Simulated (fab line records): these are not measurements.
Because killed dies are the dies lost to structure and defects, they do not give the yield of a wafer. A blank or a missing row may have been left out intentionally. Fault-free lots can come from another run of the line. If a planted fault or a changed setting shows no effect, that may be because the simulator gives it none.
fab line records	flow sky130
[record] lots = 6	wafers = 18	lastDay = 50
route steps=708 shown METAL4@598 CAP2M@603 PAD_OPEN@708
lots that met no fault: taken from a fault-free run of the same line
startH: hours from the record's first day to the start of the lot's first wafer shown	waitH: hours since the lot's step before	" repeats the value in the row above	L1.1+2: a single row standing in for several wafers	- no value, or no start was given	* or withheld: withheld	< > ~ a bound
route shown NAME@n: NAME is a module with steps in the file, n the number in the route of the first one	usual: the fault-free wafers' mean and standard deviation	same: alike in all rows	chamber/n: place in a boat	sites: the reading at each site	_std_site: standard deviation across them	_edge_site: outer sites' mean less inner sites'	radiusMm: for every site, how far away it sits from the centre of the wafer	mask NAME#n: copy n	behind: the last tool/chamber to shape the wafer	hold: why the lot went on hold/how many hours it stayed there/how the hold came to an end	device: which transistor (n, p or np) failed to switch	end of line: at the end of the route, the tests of the same wafers	a step with no rows: only its recipe	killed: the dies lost at the first sort to structure and to defects; this is not the yield of the wafer	map: shows each die of a wafer: x if killed, . if not, _ if none is there
set.NAME: the run value of the setting; set.NAME@STEP: its run value at that earlier step	model.NAME: the simulator's own value behind a step, which no gauge read
a table for each step, a row for each wafer; lots at some steps of the route
services: from which hour (startH, from the record's first day; less than 0 if before it) a tool's chamber was out of use, for how many hours, and why
[[steps]]
[step SKY_METAL4_SPUTTER_00]
[recipe] material = Ti	targetThkNm = 15	powerW = 3000	timeS = 10	chamberPressurePa = 0.4
[usual] throttleValvePct = 29.9/1.1
lot.wafer	tool	chamber	startH	waitH	throttleValvePct
L601.1	pvdSputter-02	-	994.83	0.1	28.5
L601.3	"	-	"	"	31.7
L601.4	"	-	"	"	31.2
L607.2	pvdSputter-03	-	1035.37	0.2	29.1
L607.3	"	-	"	"	31.1
L607.6	"	-	"	"	30.0
L609.3	pvdSputter-02	-	1040.91	0.2	31.9
L609.5	"	-	"	"	31.5
L609.6	"	-	"	"	28.4
L610.1	pvdSputter-02	-	1045.45	0.2	31.4
L610.2	"	-	"	"	29.0
L610.4	"	-	"	"	28.3
L612.2	pvdSputter-03	-	1066.17	0.1	29.3
L612.3	"	-	"	"	29.8
L612.4	"	-	"	"	30.9
L614.2	pvdSputter-01	-	1077.41	0.1	30.9
L614.5	"	-	"	"	31.2
L614.6	"	-	"	"	28.5
[step SKY_METAL4_SPUTTER_01]
[recipe] material = TiN	targetThkNm = 20	powerW = 6500	timeS = 16.7	chamberPressurePa = 0.4
[usual] throttleValvePct = 29.9/1.1
lot.wafer	tool	chamber	startH	waitH	throttleValvePct
L601.1	pvdSputter-02	-	994.85	0.0	28.5
L601.3	"	-	"	"	31.7
L601.4	"	-	"	"	31.6
L607.2	pvdSputter-03	-	1035.39	0.0	29.5
L607.3	"	-	"	"	30.7
L607.6	"	-	"	"	30.0
L609.3	pvdSputter-02	-	1040.94	0.0	31.8
L609.5	"	-	"	"	31.7
L609.6	"	-	"	"	28.5
L610.1	pvdSputter-02	-	1045.47	0.0	31.2
L610.2	"	-	"	"	29.1
L610.4	"	-	"	"	28.5
L612.2	pvdSputter-03	-	1066.19	0.0	29.2
L612.3	"	-	"	"	29.4
L612.4	"	-	"	"	31.1
L614.2	pvdSputter-01	-	1077.44	0.0	30.9
L614.5	"	-	"	"	31.2
L614.6	"	-	"	"	28.3
[step SKY_METAL4_SPUTTER_02]
[recipe] material = AlCu	targetThkNm = 735	powerW = 10600	timeS = 39.1	chamberPressurePa = 0.4
[usual] throttleValvePct = 29.9/1.1
lot.wafer	tool	chamber	startH	waitH	throttleValvePct
L601.1	pvdSputter-02	-	994.88	0.0	28.4
L601.3	"	-	"	"	31.6
L601.4	"	-	"	"	31.2
L607.2	pvdSputter-03	-	1035.41	0.0	29.2
L607.3	"	-	"	"	31.1
L607.6	"	-	"	"	29.9
L609.3	pvdSputter-02	-	1040.96	0.0	31.8
L609.5	"	-	"	"	32.0
L609.6	"	-	"	"	28.6
L610.1	pvdSputter-02	-	1045.49	0.0	31.2
L610.2	"	-	"	"	29.2
L610.4	"	-	"	"	28.3
L612.2	pvdSputter-03	-	1066.21	0.0	29.3
L612.3	"	-	"	"	29.3
L612.4	"	-	"	"	31.1
L614.2	pvdSputter-01	-	1077.46	0.0	31.1
L614.5	"	-	"	"	31.1
L614.6	"	-	"	"	28.6
[step SKY_METAL4_SPUTTER_03]
[recipe] material = Ti	targetThkNm = 5	powerW = 3000	timeS = 3.3	chamberPressurePa = 0.4
[usual] throttleValvePct = 29.9/1
lot.wafer	tool	chamber	startH	waitH	throttleValvePct
L601.1	pvdSputter-02	-	994.92	0.0	28.7
L601.3	"	-	"	"	31.7
L601.4	"	-	"	"	31.4
L607.2	pvdSputter-03	-	1035.45	0.0	29.1
L607.3	"	-	"	"	30.9
L607.6	"	-	"	"	30.1
L609.3	pvdSputter-02	-	1041.00	0.0	31.7
L609.5	"	-	"	"	31.5
L609.6	"	-	"	"	28.4
L610.1	pvdSputter-02	-	1045.53	0.0	31.1
L610.2	"	-	"	"	29.1
L610.4	"	-	"	"	28.4
L612.2	pvdSputter-03	-	1066.25	0.0	29.5
L612.3	"	-	"	"	29.9
L612.4	"	-	"	"	30.8
L614.2	pvdSputter-01	-	1077.50	0.0	31.0
L614.5	"	-	"	"	31.4
L614.6	"	-	"	"	28.6
[step SKY_METAL4_SPUTTER_04]
[recipe] material = TiN	targetThkNm = 70	powerW = 6500	timeS = 58.3	chamberPressurePa = 0.4
[step SKY_CAP2M_CVD_00]
[recipe] material = SiO2	targetThkNm = 15.5	tempC = 400	timeS = withheld	rfW = 450
[step SKY_CAP2M_THK_MEAS_01]
[recipe] reads = SiO2_of_CAP2M_CVD_00
[usual] CAP2M_CVD_00_THK = 15.43/0.22
lot.wafer	tool	chamber	startH	waitH	CAP2M_CVD_00_THK[nm]
L601.1	filmMetro-04	-	995.01	-	15.57
L601.3	"	-	"	"	15.61
L601.4	"	-	"	"	15.76
L607.2	filmMetro-04	-	1035.55	-	15.61
L607.3	"	-	"	"	15.38
L607.6	"	-	"	"	15.65
L609.3	filmMetro-02	-	1041.12	-	15.43
L609.5	"	-	"	"	15.79
L609.6	"	-	"	"	15.18
L610.1	filmMetro-02	-	1045.62	-	15.39
L610.2	"	-	"	"	15.50
L610.4	"	-	"	"	15.65
L612.2	filmMetro-02	-	1066.36	-	15.31
L612.3	"	-	"	"	15.74
L612.4	"	-	"	"	15.42
L614.2	filmMetro-01	-	1077.60	-	15.30
L614.5	"	-	"	"	15.45
L614.6	"	-	"	"	15.62
[step SKY_CAP2M_SPUTTER_02]
[recipe] material = TiN	targetThkNm = 200	tempC = 300	powerW = 6500	timeS = 166.7	chamberPressurePa = 0.4
[usual] susceptorTempC = 300.00/0.19	throttleValvePct = 29.8/0.99
lot.wafer	tool	chamber	startH	waitH	susceptorTempC	throttleValvePct
L601.1	pvdSputter-03	-	995.07	0.1	299.82	30.1
L601.3	"	-	"	"	299.77	29.8
L601.4	"	-	"	"	299.96	29.6
L607.2	pvdSputter-01	-	1035.60	0.0	300.05	29.2
L607.3	"	-	"	"	299.84	28.4
L607.6	"	-	"	"	299.66	28.9
L609.3	pvdSputter-01	-	1041.16	0.0	300.20	30.7
L609.5	"	-	"	"	299.94	29.3
L609.6	"	-	"	"	299.75	31.2
L610.1	pvdSputter-01	-	1045.68	0.1	300.14	28.7
L610.2	"	-	"	"	300.03	30.6
L610.4	"	-	"	"	300.12	30.9
L612.2	pvdSputter-01	-	1066.41	0.0	300.27	31.2
L612.3	"	-	"	"	299.92	29.2
L612.4	"	-	"	"	299.86	30.5
L614.2	pvdSputter-03	-	1077.65	0.0	299.63	30.9
L614.5	"	-	"	"	299.87	30.4
L614.6	"	-	"	"	299.87	29.7
[step SKY_CAP2M_RS_MEAS_03]
[recipe] thkMeasGauge = four-point-probe	reads = TiN_of_CAP2M_SPUTTER_02
[usual] CAP2M_TIN_RS = 6.93/0.066
lot.wafer	tool	chamber	startH	waitH	CAP2M_TIN_RS[ohm/sq]
L601.1	filmMetro-01	-	995.18	0.1	6.97
L601.3	"	-	"	"	6.96
L601.4	"	-	"	"	6.89
L607.2	filmMetro-02	-	1035.73	0.1	6.85
L607.3	"	-	"	"	6.83
L607.6	"	-	"	"	6.85
L609.3	filmMetro-01	-	1041.31	0.1	7.04
L609.5	"	-	"	"	7.05
L609.6	"	-	"	"	7.09
L610.1	filmMetro-04	-	1045.79	0.1	7.05
L610.2	"	-	"	"	7.06
L610.4	"	-	"	"	7.07
L612.2	filmMetro-04	-	1066.54	0.1	7.03
L612.3	"	-	"	"	6.96
L612.4	"	-	"	"	7.00
L614.2	filmMetro-04	-	1077.78	0.1	6.85
L614.5	"	-	"	"	6.87
L614.6	"	-	"	"	6.89
[step SKY_CAP2M_THK_MEAS_04]
[recipe] thkMeasGauge = xrf	reads = TiN_of_CAP2M_SPUTTER_02
[usual] CAP2M_TIN_THK = 200.8/1.8
lot.wafer	tool	chamber	startH	waitH	CAP2M_TIN_THK[nm]
L601.1	filmMetro-01	-	995.30	0.1	198.8
L601.3	"	-	"	"	198.6
L601.4	"	-	"	"	199.4
L607.2	filmMetro-02	-	1035.84	0.1	203.3
L607.3	"	-	"	"	203.6
L607.6	"	-	"	"	203.7
L609.3	filmMetro-01	-	1041.41	0.1	196.4
L609.5	"	-	"	"	196.0
L609.6	"	-	"	"	194.9
L610.1	filmMetro-04	-	1045.91	0.1	198.9
L610.2	"	-	"	"	198.4
L610.4	"	-	"	"	198.2
L612.2	filmMetro-04	-	1066.65	0.1	199.1
L612.3	"	-	"	"	200.9
L612.4	"	-	"	"	199.4
L614.2	filmMetro-04	-	1077.89	0.1	204.2
L614.5	"	-	"	"	203.4
L614.6	"	-	"	"	203.1
[step SKY_CAP2M_DEHYDRATE_05]
[recipe] tempC = 200	timeS = 60
[step SKY_CAP2M_HMDS_06]
[recipe] primeTimeS = 60	primeTempC = 120
[step SKY_CAP2M_COAT_07]
[recipe] resist = NOVOLAK	spinRpm = 3000	resistThkNm = 1140
[usual] exhaustPa = 44.8/0.8	spinSpeedRpm = 2999.9/2.3
lot.wafer	tool	chamber	startH	waitH	exhaustPa	spinSpeedRpm	model.NOVOLAK_of_CAP2M_COAT_07.thkNm
L601.1	lithoTrack-02	0	1006.04	0.1	43.5	3004.4	1144
L601.3	"	0	"	"	43.5	2997.5	1139
L601.4	"	0	"	"	44.4	3000.9	1143
L607.2	lithoTrack-01	0	1046.55	0.1	44.2	3000.5	1142
L607.3	"	0	"	"	45.3	2999.8	1143
L607.6	"	0	"	"	46.4	3001.8	1141
L609.3	lithoTrack-01	0	1052.17	0.1	44.6	2767.0	1184
L609.5	"	0	"	"	44.7	2771.7	1182
L609.6	"	0	"	"	44.9	2769.1	1184
L610.1	lithoTrack-01	0	1055.17	0.1	44.7	2767.7	1186
L610.2	"	0	"	"	45.1	2768.2	1187
L610.4	"	0	"	"	44.0	2767.7	1187
L612.2	lithoTrack-03	0	1076.88	0.1	45.5	2999.6	1142
L612.3	"	0	"	"	44.9	3000.5	1148
L612.4	"	0	"	"	44.3	3001.2	1145
L614.2	lithoTrack-02	0	1088.06	0.1	44.6	3004.5	1139
L614.5	"	0	"	"	43.4	3001.5	1143
L614.6	"	0	"	"	45.3	2999.6	1140
[step SKY_CAP2M_SOFTBAKE_08]
[recipe] tempC = 90	timeS = 60	resist = NOVOLAK
[step SKY_CAP2M_EXPOSE_09]
[recipe] maskId = CAP2M	na = 0.6	sourceShape = conventional	sigmaOuter = 0.6	polarization = unpolarized	targetCdNm = 1000	doseMj = 159
[step SKY_CAP2M_PEB_10]
[recipe] tempC = withheld	timeS = *	resist = NOVOLAK
[step SKY_CAP2M_DEVELOP_11]
[recipe] resist = NOVOLAK	developer = TMAH	developTimeS = 60	devTempC = 23
[step SKY_CAP2M_OVL_MEAS_12]
[usual] CAP2M_OVL = 0.1/1.5
lot.wafer	tool	chamber	startH	waitH	CAP2M_OVL[nm]
L601.1	overlay-01	-	1017.79	0.1	0.4
L601.3	"	-	"	"	0.3
L601.4	"	-	"	"	-0.4
L607.2	overlay-01	-	1055.78	0.1	-0.3
L607.3	"	-	"	"	-0.3
L607.6	"	-	"	"	0.0
L609.3	overlay-02	-	1062.30	0.1	-0.4
L609.5	"	-	"	"	-0.4
L609.6	"	-	"	"	-0.9
L610.1	overlay-01	-	1067.15	0.1	-2.4
L610.2	"	-	"	"	-2.1
L610.4	"	-	"	"	-2.1
L612.2	overlay-01	-	1087.14	0.1	1.6
L612.3	"	-	"	"	0.4
L612.4	"	-	"	"	2.4
L614.2	overlay-02	-	1098.43	0.1	0.7
L614.5	"	-	"	"	1.7
L614.6	"	-	"	"	0.7
[step SKY_CAP2M_METAL_ETCH_13]
[recipe] targetDepthNm = 220	stopOn = SiO2	chemistry = Cl2/BCl3	target = TiN	pressureMtorr = 10	icpW = 900	biasW = 50.1	Cl2_flow_sccm = 60	bcl3FlowSccm = 30	timeS = 62.9
[usual] bcl3FlowSccm = 30.01/0.086	drypumpMotorCurrentA = 5.7/0.49	oesProductAu = 0.938/0.0068	throttleValvePct = 21.903/0.0099
lot.wafer	tool	chamber	startH	waitH	bcl3FlowSccm	drypumpMotorCurrentA	oesProductAu	rfHoursCounterH	throttleValvePct	model.NOVOLAK_of_CAP2M_COAT_07.thkNm
L601.1	rieMetal-02	1	1017.82	0.0	30.08	6.0	0.932	14	21.922	991.9
L601.3	"	0	"	"	30.13	5.9	0.937	-	21.902	989.3
L601.4	"	1	"	"	30.01	6.0	0.940	-	21.890	991.3
L607.2	rieMetal-03	1	1055.81	0.0	29.94	5.1	0.944	2	21.908	993.8
L607.3	"	1	"	"	30.04	5.1	0.945	-	21.901	993.3
L607.6	"	0	"	"	30.07	5.8	0.944	-	21.876	992.7
L609.3	rieMetal-02	1	1062.35	0.0	29.93	6.0	0.934	-	21.910	1032
L609.5	"	1	"	"	30.10	6.0	0.922	-	21.910	1031
L609.6	"	0	"	"	29.90	5.9	0.917	-	21.896	1036
L610.1	rieMetal-04	0	1067.19	0.0	30.03	6.5	0.925	3	21.918	1036
L610.2	"	1	"	"	30.16	4.7	0.929	11	21.903	1036
L610.4	"	1	"	"	30.10	4.7	0.925	-	21.897	1037
L612.2	rieMetal-02	0	1087.17	0.0	29.91	5.9	0.929	15	21.905	993.8
L612.3	"	0	"	"	29.89	5.9	0.944	-	21.921	999.1
L612.4	"	1	"	"	29.98	6.0	0.933	-	21.893	995.3
L614.2	rieMetal-02	1	1098.46	0.0	30.00	6.0	0.941	19	21.899	988.7
L614.5	"	0	"	"	30.04	5.9	0.942	-	21.906	994.5
L614.6	"	1	"	"	30.02	6.0	0.937	-	21.894	989.1
[step SKY_CAP2M_STRIP_14]
[recipe] chemistry = O2/N2	powerW = 1400	pressureMtorr = 1500	platenTempC = withheld	o2FlowSccm = 3000	n2FlowSccm = 300	overashFraction = 0.5
[usual] drypumpMotorCurrentA = 5.7/0.5	oesProductAu = 0.711/0.005	stripTimeToEndpointS = 12.62/0.037
lot.wafer	tool	chamber	startH	waitH	drypumpMotorCurrentA	oesProductAu	rfHoursCounterH	stripTimeToEndpointS
L601.1	plasmaAsher-01	1	1017.90	0.1	6.1	0.714	55	12.65
L601.3	"	0	"	"	6.5	0.712	-	12.62
L601.4	"	1	"	"	6.1	0.720	-	12.63
L607.2	plasmaAsher-02	0	1055.89	0.1	5.7	0.706	97	12.66
L607.3	"	0	"	"	5.7	0.708	-	12.65
L607.6	"	0	"	"	5.7	0.712	-	12.66
L609.3	plasmaAsher-02	0	1062.43	0.1	5.7	0.714	-	13.04
L609.5	"	0	"	"	5.6	0.710	-	13.04
L609.6	"	1	"	"	5.3	0.708	-	13.10
L610.1	plasmaAsher-03	1	1067.27	0.1	5.9	0.707	0	13.08
L610.2	"	0	"	"	4.9	0.708	0	13.08
L610.4	"	0	"	"	4.9	0.709	-	13.11
L612.2	plasmaAsher-01	0	1087.25	0.1	6.5	0.711	62	12.66
L612.3	"	1	"	"	6.1	0.715	-	12.72
L612.4	"	0	"	"	6.5	0.707	-	12.65
L614.2	plasmaAsher-02	1	1098.54	0.1	5.3	0.701	100	12.59
L614.5	"	0	"	"	5.6	0.713	-	12.66
L614.6	"	1	"	"	5.3	0.705	-	12.61
[step SKY_CAP2M_STRIP_15]
[recipe] chemistry = postEtchResidueRemover	timeS = 1200	tempC = 72.5
[step SKY_PAD_OPEN_PROBE_99]
[usual] defectLimitedYield = 82.4/2.2	killed_at_M0_to_M3 = 44/6.8	killed_at_M4_up = 3.1/1.9	killedAtContacts = 25/5.9	killedAtFrontEnd = 15/4.3	killedAtOther = 0.2/0.51	killedDies = 87/11	killedOpen = 47/7.9	killedShort = 39/6.4	sort_bin_3_pad_short = 0.9/0.44	sort_bin_5_function = 10.3/1.5	sort_bin_6_memory = 6.4/1.4	sortNPass = 405/11	sortYieldPct = 82.4/2.2
[same] grossDies = 492	killedAtBackSide = 0	sort_bin_4_leakage[%] = 0	sort_bin_8_speed[%] = 0
lot.wafer	tool	chamber	startH	waitH	defectLimitedYield[%]	killed_at_M0_to_M3	killed_at_M4_up	killedAtContacts	killedAtFrontEnd	killedAtOther	killedDies	killedOpen	killedShort	sort_bin_3_pad_short[%]	sort_bin_5_function[%]	sort_bin_6_memory[%]	sortNPass	sortYieldPct[%]
L601.1	prober-02	-	1128.35	0.1	80.1	47	2	34	15	0	98	61	37	0.8	12.6	6.5	394	80.1
L601.3	prober-02	-	1128.45	0.2	82.7	45	3	25	12	0	85	42	43	1.2	8.7	7.3	407	82.7
L601.4	prober-02	-	1128.50	0.2	86.8	25	4	27	9	0	65	39	26	0.2	8.3	4.7	427	86.8
L607.2	prober-02	-	1161.81	0.1	80.7	49	5	26	15	0	95	55	40	1.2	10.2	7.9	397	80.7
L607.3	prober-02	-	1161.86	0.2	82.3	44	3	27	13	0	87	50	37	0.8	11.4	5.5	405	82.3
L607.6	prober-02	-	1162.01	0.2	82.9	40	5	29	10	0	84	46	38	0.8	10.6	5.7	408	82.9
L609.3	prober-02	-	1166.18	0.2	81.3	50	4	26	11	1	92	47	45	1.2	8.9	8.5	400	81.3
L609.5	prober-02	-	1166.28	0.2	78.5	47	3	30	26	0	106	52	54	1.2	13.6	6.7	386	78.5
L609.6	prober-02	-	1166.33	0.2	80.7	48	3	21	23	0	95	51	44	1.2	9.3	8.7	397	80.7
L610.1	prober-01	-	1168.94	0.1	80.1	37	8	31	21	1	98	56	42	0.4	11.2	8.3	394	80.1
L610.2	prober-01	-	1168.99	0.1	81.3	47	1	28	15	1	92	49	43	1.8	10.2	6.7	400	81.3
L610.4	prober-01	-	1169.09	0.2	82.7	44	1	29	11	0	85	45	40	1.4	9.8	6.1	407	82.7
L612.2	prober-02	-	1185.32	0.1	81.5	45	4	25	17	0	91	50	41	1.4	8.9	8.1	401	81.5
L612.3	prober-02	-	1185.37	0.2	85.4	44	4	19	5	0	72	43	29	0.4	10.6	3.7	420	85.4
L612.4	prober-02	-	1185.42	0.2	85.0	39	3	21	11	0	74	37	37	1.6	10.0	3.5	418	85.0
L614.2	prober-01	-	1196.53	0.1	85.8	39	5	16	10	0	70	39	31	0.2	7.9	6.1	422	85.8
L614.5	prober-01	-	1196.68	0.2	83.5	40	4	21	15	1	81	41	40	0.8	11.2	4.5	411	83.5
L614.6	prober-01	-	1196.73	0.2	83.3	46	2	21	13	0	82	44	38	0.6	9.3	6.7	410	83.3
// killed by level:class
L601.1 CONTACT:geometricParticle:open=14 LI_CONTACT:geometricParticle:open=12 VIA1:geometricParticle:open=11 VIA2:geometricParticle:open=8 METAL1:geometricParticle:short=6 CONTACT:geometricParticle:short=5 VIA3:geometricParticle:open=5 FIELD_ISO:geometricParticle:short=4
L601.3 VIA1:geometricParticle:open=10 METAL1:geometricParticle:short=9 LI_CONTACT:geometricParticle:open=8 VIA2:geometricParticle:open=7 CONTACT:geometricParticle:short=6 METAL2:geometricParticle:short=6 FIELD_ISO:geometricParticle:short=5 LOCAL_INTERCONNECT:geometricParticle:short=4
L601.4 LI_CONTACT:geometricParticle:open=12 VIA1:geometricParticle:open=6 METAL2:geometricParticle:short=5 CONTACT:geometricParticle:open=5 LI_CONTACT:geometricParticle:short=4 VIA2:geometricParticle:open=4 METAL4:geometricParticle:short=4 FIELD_ISO:geometricParticle:open=3
L607.2 VIA1:geometricParticle:open=14 LI_CONTACT:geometricParticle:open=10 VIA3:geometricParticle:open=8 CONTACT:geometricParticle:open=7 VIA3:geometricParticle:short=7 FIELD_ISO:geometricParticle:open=5 VIA1:geometricParticle:short=5 METAL4:geometricParticle:short=5
L607.3 VIA1:geometricParticle:open=11 VIA1:geometricParticle:short=10 LI_CONTACT:geometricParticle:open=7 CONTACT:geometricParticle:open=7 FIELD_ISO:geometricParticle:open=6 VIA2:geometricParticle:open=6 METAL1:geometricParticle:short=5 CONTACT:geometricParticle:short=4
L607.6 CONTACT:geometricParticle:open=10 VIA1:geometricParticle:open=10 LI_CONTACT:geometricParticle:open=9 METAL2:geometricParticle:short=7 LOCAL_INTERCONNECT:geometricParticle:short=5 CONTACT:geometricParticle:short=4 METAL1:geometricParticle:short=4 VIA3:geometricParticle:short=4
L609.3 VIA3:geometricParticle:open=11 VIA1:geometricParticle:open=10 LOCAL_INTERCONNECT:geometricParticle:short=9 METAL2:geometricParticle:short=6 CONTACT:geometricParticle:open=6 CONTACT:geometricParticle:short=6 POLY_GATE:geometricParticle:open=4 LI_CONTACT:geometricParticle:open=4
L609.5 CONTACT:geometricParticle:open=12 VIA2:geometricParticle:open=8 VIA1:geometricParticle:open=8 POLY_GATE:geometricParticle:short=8 LI_CONTACT:geometricParticle:open=7 FIELD_ISO:geometricParticle:short=6 POLY_GATE:geometricParticle:open=5 LOCAL_INTERCONNECT:geometricParticle:short=5
L609.6 VIA1:geometricParticle:open=13 POLY_GATE:geometricParticle:short=7 CONTACT:geometricParticle:open=6 VIA1:geometricParticle:short=6 VIA3:geometricParticle:open=6 FIELD_ISO:geometricParticle:open=5 FIELD_ISO:geometricParticle:short=5 METAL1:geometricParticle:short=5
L610.1 CONTACT:geometricParticle:open=18 VIA1:geometricParticle:open=8 CONTACT:geometricParticle:short=7 FIELD_ISO:geometricParticle:short=6 VIA2:geometricParticle:open=6 VIA1:geometricParticle:short=5 FIELD_ISO:geometricParticle:open=4 POLY_GATE:geometricParticle:open=4
L610.2 CONTACT:geometricParticle:open=11 VIA1:geometricParticle:open=11 VIA1:geometricParticle:short=8 VIA3:geometricParticle:open=7 METAL2:geometricParticle:short=7 LI_CONTACT:geometricParticle:open=6 CONTACT:geometricParticle:short=6 METAL1:geometricParticle:short=6
L610.4 CONTACT:geometricParticle:open=13 VIA2:geometricParticle:open=11 LI_CONTACT:geometricParticle:open=7 VIA1:geometricParticle:short=6 VIA2:geometricParticle:short=6 CONTACT:geometricParticle:short=5 METAL2:geometricParticle:short=5 FIELD_ISO:geometricParticle:open=4
L612.2 CONTACT:geometricParticle:open=11 VIA3:geometricParticle:open=9 VIA1:geometricParticle:short=8 VIA1:geometricParticle:open=7 LI_CONTACT:geometricParticle:open=5 METAL1:geometricParticle:short=5 VIA2:geometricParticle:open=5 FIELD_ISO:geometricParticle:short=3
L612.3 VIA1:geometricParticle:open=11 VIA2:geometricParticle:open=9 CONTACT:geometricParticle:open=7 LI_CONTACT:geometricParticle:open=6 METAL1:geometricParticle:short=5 VIA1:geometricParticle:short=5 VIA3:geometricParticle:short=5 METAL4:geometricParticle:short=4
L612.4 VIA2:geometricParticle:open=9 CONTACT:geometricParticle:open=6 VIA1:geometricParticle:short=5 VIA1:geometricParticle:open=5 LI_CONTACT:geometricParticle:short=4 CONTACT:geometricParticle:short=4 VIA2:geometricParticle:short=4 VIA3:geometricParticle:short=4
L614.2 VIA1:geometricParticle:open=12 VIA3:geometricParticle:open=8 CONTACT:geometricParticle:short=6 LI_CONTACT:geometricParticle:open=4 CONTACT:geometricParticle:open=4 METAL1:geometricParticle:short=4 METAL4:geometricParticle:short=4 FIELD_ISO:geometricParticle:short=3
L614.5 CONTACT:geometricParticle:short=7 CONTACT:geometricParticle:open=7 METAL1:geometricParticle:short=6 VIA2:geometricParticle:open=6 VIA3:geometricParticle:open=6 FIELD_ISO:geometricParticle:open=5 POLY_GATE:geometricParticle:open=5 VIA3:geometricParticle:short=5
L614.6 VIA3:geometricParticle:open=9 CONTACT:geometricParticle:open=8 VIA2:geometricParticle:open=8 VIA1:geometricParticle:open=8 FIELD_ISO:geometricParticle:short=7 METAL2:geometricParticle:short=6 CONTACT:geometricParticle:short=5 LI_CONTACT:geometricParticle:open=5
[[services]]
tool	chamber	startH	hours	kind
rieMetal-02	-	977.81	1.4	pm
pvdSputter-01	-	980.41	4.4	repair
pvdSputter-03	1	982.83	-	consumableReplace:kit
pvdSputter-03	1	982.83	18.0	scheduledDown
pvdSputter-03	1	982.83	18.0	ventCycle
rieMetal-02	0	984.22	11.5	repair
pvdSputter-01	2	987.02	-	consumableReplace:kit
pvdSputter-01	2	987.02	18.0	scheduledDown
pvdSputter-01	2	987.02	18.0	ventCycle
pvdSputter-02	-	987.22	1.5	repair
rieMetal-03	-	998.81	0.8	repair
pvdSputter-02	2	1004.26	-	consumableReplace:kit
pvdSputter-02	2	1004.26	18.0	scheduledDown
pvdSputter-02	2	1004.26	18.0	ventCycle
pvdSputter-02	-	1006.35	1.9	repair
rieMetal-02	-	1033.53	0.7	repair
pvdSputter-03	-	1045.19	3.9	repair
plasmaAsher-03	-	1055.25	9.0	pm
plasmaAsher-01	-	1075.31	0.6	repair
plasmaAsher-02	-	1077.12	2.8	pm
rieMetal-02	-	1080.64	1.8	repair
pvdSputter-01	1	1081.30	-	consumableReplace:kit
pvdSputter-01	1	1081.30	18.0	scheduledDown
pvdSputter-01	1	1081.30	18.0	ventCycle
[[key]]
[firstSign] step = SKY_CAP2M_COAT_07	reading = spinSpeedRpm	direction = down	sigmas = 99+	usual = 2999.9	struck = 2768.6
[effect] step = SKY_CAP2M_STRIP_14	reading = stripTimeToEndpointS	direction = up	sigmas = 12	usual = *	struck = *
[modelEffect] step = SKY_CAP2M_COAT_07	value = NOVOLAK_of_CAP2M_COAT_07.thkNm	without = 1138	struck = 1185
[modelEffect] step = SKY_CAP2M_METAL_ETCH_13	value = NOVOLAK_of_CAP2M_COAT_07.thkNm	without = 988.1	struck = 1035
metAt SKY_CAP2M_COAT_07
struckWafers L609.3,L609.5,L609.6,L610.1,L610.2,L610.4
onsetBetween 1046.55 1052.17
[fault] kind = processParameterDrift	tool = lithoTrack-01	chamber = -	onsetH = 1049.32	steps = SKY_CAP2M_COAT_07	channel = spinRpm	offset = -231.38	shape = step	endH = 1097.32	actsIn = theseRecipesOnly	stated = 3000
